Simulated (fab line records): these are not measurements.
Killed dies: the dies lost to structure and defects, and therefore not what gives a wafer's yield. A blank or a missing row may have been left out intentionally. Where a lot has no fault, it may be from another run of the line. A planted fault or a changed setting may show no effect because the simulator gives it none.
Comparing a struck lot with a sound one | flow sky130 | 17 out of 708 route steps
Sound: these wafers, L506.1, L506.3, L506.5. Wafers L520.2, L520.4, L520.5 were the ones struck. The cause is named last.
At each step with rows: each side's tool, then ch and its chambers, then its first start. Under that, the readings that differ: sound wafers | struck wafers | difference of the means | sigmas: that difference in standard deviations of wafers without a fault.
alike: same words and numbers on both sides, and readings whose means sit less than 2 such deviations apart. not compared: any withheld reading, any reading some wafer has no value for, any bound like >300 that may hide the same value, and any number with overlapping values for which the record gives no deviation.
The two part at a step that has a row with sigmas, a row that says differs or no value, or rows on one side only. Non-overlapping numbers with no deviation appear without sigmas and do not part them. A reading missing from all wafers of one side parts the sides only when that side holds two or more wafers.

first, 1 step without rows for these wafers: SKY_VT_ADJUST_NCORE_IMPLANT_09.
SKY_VT_ADJUST_NCORE_STRIP_10: strips in O2/N2.
  sound on plasma_asher-04 ch 0,1, day 10 23:22; struck on plasma_asher-03 ch 0,1, day 14 22:35
  alike: drypump_motor_current_A, oes_product_au, strip_time_to_endpoint_s
  not compared: rf_hours_counter_h
SKY_VT_ADJUST_NCORE_TW_MEAS_11:
  struck on film_metro-02, day 14 22:42; sound on film_metro-02, day 10 23:28
  alike: VT_ADJUST_NCORE_TW
then, 7 steps without rows for these wafers: SKY_VT_ADJUST_HVTR_DEHYDRATE_00 (time 60 s); SKY_VT_ADJUST_HVTR_HMDS_01 (prime time 60 s); SKY_VT_ADJUST_HVTR_COAT_02 (resist thk 1140 nm); SKY_VT_ADJUST_HVTR_SOFTBAKE_03 (time 60 s); SKY_VT_ADJUST_HVTR_EXPOSE_04 (exposes mask HVTRM, target cd 380 nm); SKY_VT_ADJUST_HVTR_PEB_05; SKY_VT_ADJUST_HVTR_DEVELOP_06 (develop time 60 s).
SKY_VT_ADJUST_HVTR_CD_MEAS_07: the cd target is 380 nm.
  struck on cd_sem-01, day 16 02:12; sound on cd_sem-02, day 11 23:02
  alike: cd_nm
SKY_VT_ADJUST_HVTR_OVL_MEAS_08:
  struck on overlay-02, day 16 02:19; sound on overlay-02, day 11 23:09
  alike: VT_ADJUST_HVTR_OVL
SKY_VT_ADJUST_HVTR_IMPLANT_09:
  sound on implanter-01 ch 0, day 11 23:11; struck on implanter-01 ch 0, day 16 02:22
  reading            | sound                           | struck                        | difference | sigmas
  dose_ions_cm2      | 2.0979e+12 2.101e+12 2.0982e+12 | 3.149e+11 3.185e+11 3.208e+11 | -1.781e+12 | -99 or more
  faraday_current_uA | 11.71 12.20 12.01               | 1.75 1.85 1.78                | -10.18     | -46
  alike: beam_on_s
SKY_VT_ADJUST_HVTR_STRIP_10: strips in O2/N2.
  sound on plasma_asher-03 ch 0,1, day 11 23:20; struck on plasma_asher-02 ch 0,1, day 16 02:29
  reading                      | sound             | struck            | difference | sigmas
  strip_time_to_endpoint_s (s) | 14.17 14.16 14.20 | 14.09 14.09 14.10 | -0.08      | -2
  alike: drypump_motor_current_A, oes_product_au
  not compared: rf_hours_counter_h
SKY_VT_ADJUST_HVTR_TW_MEAS_11:
  struck on film_metro-02, day 16 02:36; sound on film_metro-04, day 11 23:26
  reading           | sound             | struck            | difference | sigmas
  VT_ADJUST_HVTR_TW | 214.6 215.5 213.3 | 124.8 124.8 124.8 | -89.7      | -45
then, 1 step without rows for these wafers: SKY_VT_ADJUST_PCH_DEHYDRATE_00 (time 60 s).
-- a jump in the record: the struck wafers' starts before and after are 35 days apart (it breaks off in module VT_ADJUST_PCH and resumes in module PAD_OPEN, where the first step shown is number 708 of the route) --
SKY_PAD_OPEN_PROBE_99:
  struck on prober-02, day 50 22:23; sound on prober-02, day 47 22:28
  reading                                   | sound                   | struck                  | difference | sigmas
  model.etest.pfet_01v8_mvt.drive_ua_um     | 152.2 151.9 154.7       | 120.4 123.9 120.6       | -31.3      |
  model.etest.pfet_01v8_mvt.off_log10_a_um  | -10.45 -10.61 -10.49    | -12.37 -12.74 -12.78    | -2.11      |
  model.etest.pfet_01v8_mvt.vt_sat_v (V)    | -0.5591 -0.5621 -0.5542 | -0.7947 -0.7836 -0.789  | -0.2306    |
  model.etest.pfet_01v8_mvt.vt_v (V)        | -0.6439 -0.6436 -0.6408 | -0.8455 -0.8354 -0.8391 | -0.1972    |
  model.etest.pfet_01v8_mvt.vt_long_v (V)   | -0.8459 -0.8468 -0.8439 | -1.028 -1.028 -1.029    | -0.183     |
  model.etest.pfet_01v8_mvt.body_rise_v (V) | -0.1912 -0.1903 -0.1917 | -0.1851 -0.183 -0.1865  | +0.0062    |
  alike: killed_at_M0_to_M3, killed_at_M4_up, killed_at_contacts, killed_at_front_end, killed_at_other, killed_dies, killed_open, killed_short

WHERE THEY PART
First at SKY_VT_ADJUST_HVTR_IMPLANT_09; last, within this record, at SKY_VT_ADJUST_HVTR_TW_MEAS_11. Later steps at which nothing parts them and some readings are alike: SKY_PAD_OPEN_PROBE_99.

WHY: what the simulator had put in
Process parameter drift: implanter-01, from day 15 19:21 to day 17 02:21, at SKY_VT_ADJUST_HVTR_IMPLANT_09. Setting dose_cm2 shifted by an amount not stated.
